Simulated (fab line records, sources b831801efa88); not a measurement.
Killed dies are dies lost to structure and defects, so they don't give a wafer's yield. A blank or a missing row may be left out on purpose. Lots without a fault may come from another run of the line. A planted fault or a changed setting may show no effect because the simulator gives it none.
Which tool did it? | flow sfq_line | 7 lots, 21 wafers sampled, at 4 steps of a route of 325

WHAT THE GAUGES READ, wafer by wafer
SFQ_I6_OVL_MEAS_942.
lot  | measured     | on         | I6_OVL (nm)
L802 | day 76 23:34 | overlay-02 | 4 3 1
L804 | day 77 07:58 | overlay-02 | 2 1 6
L806 | day 77 10:22 | overlay-01 | 2 -1 5
L808 | day 77 17:34 | overlay-01 | 9 7 4
L815 | day 82 15:41 | overlay-01 | -7 5 -3
L819 | day 83 21:20 | overlay-02 | -4 -4 -3
L821 | day 85 17:25 | overlay-01 | 8 10 0

WHICH TOOL RAN EACH LOT (tool, then ch and the chambers of the sampled wafers, then the start)
lot  | SFQ_TRILAYER_I4_DEP_PECVD_099   | SFQ_TRILAYER_I5_LITHO_PEB_147     | SFQ_TRILAYER_C5_STRIP_STRIP_155
L802 | pecvd-02 ch 0,1,2, day 49 23:37 | litho_track-01 ch 0, day 66 06:25 | rie_metal-04 ch 0,1, day 71 05:50
L804 | pecvd-02 ch 0,2, day 53 12:47   | litho_track-01 ch 0, day 71 11:52 | rie_metal-01 ch 0,1, day 71 15:32
L806 | pecvd-01 ch 0,1,2, day 53 21:10 | litho_track-04 ch 0, day 71 14:16 | rie_metal-03 ch 0,1, day 71 18:43
L808 | pecvd-01 ch 0,1, day 54 01:59   | litho_track-02 ch 0, day 71 16:40 | rie_metal-01 ch 0,1, day 71 21:07
L815 | pecvd-02 ch 0,1, day 55 01:31   | litho_track-02 ch 0, day 72 15:28 | rie_metal-03 ch 0,1, day 72 19:08
L819 | pecvd-01 ch 1,2, day 59 15:16   | litho_track-01 ch 0, day 76 09:59 | rie_metal-03 ch 0, day 80 19:23
L821 | pecvd-02 ch 0,1,2, day 64 08:09 | litho_track-02 ch 0, day 80 06:22 | rie_metal-04 ch 0,1, day 81 19:17
- SFQ_TRILAYER_I4_DEP_PECVD_099: deposits SiO2 from SiH4/N2O, time 111.11 s, target thk 500 nm.
- SFQ_TRILAYER_I5_LITHO_PEB_147: peb time 60 s.
- SFQ_TRILAYER_C5_STRIP_STRIP_155: strips in O2.

THE ANSWER, worked out from the rows above alone
Rule: what is usual is taken from the lots themselves. Put in order of their means at a reading, lots are off if they are a third of the lots or fewer, leave a main group of 4 or more, and stand apart from it by a gap of 3 or more times the standard deviation of the main group's means; of several such gaps the widest counts. A main group whose means are all the same, to the digits that the tables above print for the reading, isn't used. A lot without any number at a reading at which 4 lots or more have one is off too. The other lots that the step has rows for count as sound.
No lot is off at any reading shown: from this, nothing can be told.

WHAT THE SIMULATOR HAD PUT IN
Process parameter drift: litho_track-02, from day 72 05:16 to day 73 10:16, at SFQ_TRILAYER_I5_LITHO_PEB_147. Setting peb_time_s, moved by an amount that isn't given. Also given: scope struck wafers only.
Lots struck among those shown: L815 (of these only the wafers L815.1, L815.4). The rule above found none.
